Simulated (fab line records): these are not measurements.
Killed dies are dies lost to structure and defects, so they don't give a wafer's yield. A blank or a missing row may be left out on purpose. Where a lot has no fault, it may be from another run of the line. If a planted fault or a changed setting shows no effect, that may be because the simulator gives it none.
Struck lot and sound lot, side by side    flow sky130    14 out of 708 route steps
Sound: wafers L401.1, L401.5, L401.6. The struck wafers were L389.2, L389.3, L389.5. The cause is named last.
For every step that has rows: the tool of each side, followed by ch and its chambers, followed by its first start. Under that, the readings that differ: sound wafers    struck wafers    difference of the means    sigmas: that difference in standard deviations of wafers without a fault.
alike: a reading whose means differ by less than 2 such deviations, as well as words and numbers matching on both sides. not compared: withheld readings; readings where some wafer has no value; bounds like >300 that might hide an equal value; numbers whose values overlap and for which the record gives no deviation.
Wherever a step has rows on one side only, a row that says differs or no value, or a row with sigmas, the two part there. Numbers that don't overlap but have no deviation are shown without sigmas and don't part them. A reading that every wafer of one side lacks parts them only if that side has two wafers or more.

first, 1 step without rows for these wafers: SKY_SONOS_ONO_OXIDATION_00 (stabilise 600 s, purge 300 s, target thk 2.6 nm).
SKY_SONOS_ONO_THK_MEAS_01:
  struck on filmMetro-04, day 12 22:52; sound on filmMetro-02, day 16 19:07
reading                       sound           struck          difference  sigmas
SONOS_ONO_OXIDATION_THK (nm)  2.49 2.44 2.50  2.68 2.64 2.60  +0.16       +2
then, 1 step without rows for these wafers: SKY_SONOS_ONO_CVD_02 (deposits Si3N4 from DCS/NH3, target thk 10.5 nm, time 180 s).
SKY_SONOS_ONO_THK_MEAS_03:
  struck on filmMetro-01, day 13 00:01; sound on filmMetro-02, day 16 22:26
  alike: SONOS_ONO_CVD_02_THK
then, 1 step without rows for these wafers: SKY_SONOS_ONO_CVD_04 (deposits SiO2 from SiH4/N2O, target thk 5.7199 nm).
SKY_SONOS_ONO_THK_MEAS_05:
  struck on filmMetro-04, day 13 01:19; sound on filmMetro-01, day 16 23:45
  alike: SONOS_ONO_CVD_04_THK
then, 6 steps without rows for these wafers: SKY_SONOS_ONO_DEHYDRATE_06 (time 60 s); SKY_SONOS_ONO_HMDS_07 (prime time 60 s); SKY_SONOS_ONO_COAT_08 (resist thk 1140 nm); SKY_SONOS_ONO_SOFTBAKE_09 (time 60 s); SKY_SONOS_ONO_EXPOSE_10 (exposes mask ONOM, target cd 410 nm); SKY_SONOS_ONO_PEB_11.
SKY_SONOS_ONO_DEVELOP_12: develop time 60 s.
  struck on lithoTrack-04, day 14 02:38; sound on lithoTrack-04 ch 0, day 18 05:03
  no value came back on the struck wafers for chillPlateTempC (C), developTimeS (s), exhaustPa (Pa), resistLineTempC (C); on the sound wafers chillPlateTempC (C) reads 23.17 22.97 22.92
SKY_SONOS_ONO_CD_MEAS_13: the cd target is 410 nm.
  struck on cdSem-01, day 14 02:46; sound on cdSem-01, day 18 05:12
reading    sound              struck  difference                     sigmas
cdNm (nm)  410.0 408.5 412.6  - - -   no value on the struck wafers  

## WHERE THEY PART
Earliest at SKY_SONOS_ONO_THK_MEAS_01; latest, in this record, at SKY_SONOS_ONO_CD_MEAS_13.

WHY: what the simulator had put in
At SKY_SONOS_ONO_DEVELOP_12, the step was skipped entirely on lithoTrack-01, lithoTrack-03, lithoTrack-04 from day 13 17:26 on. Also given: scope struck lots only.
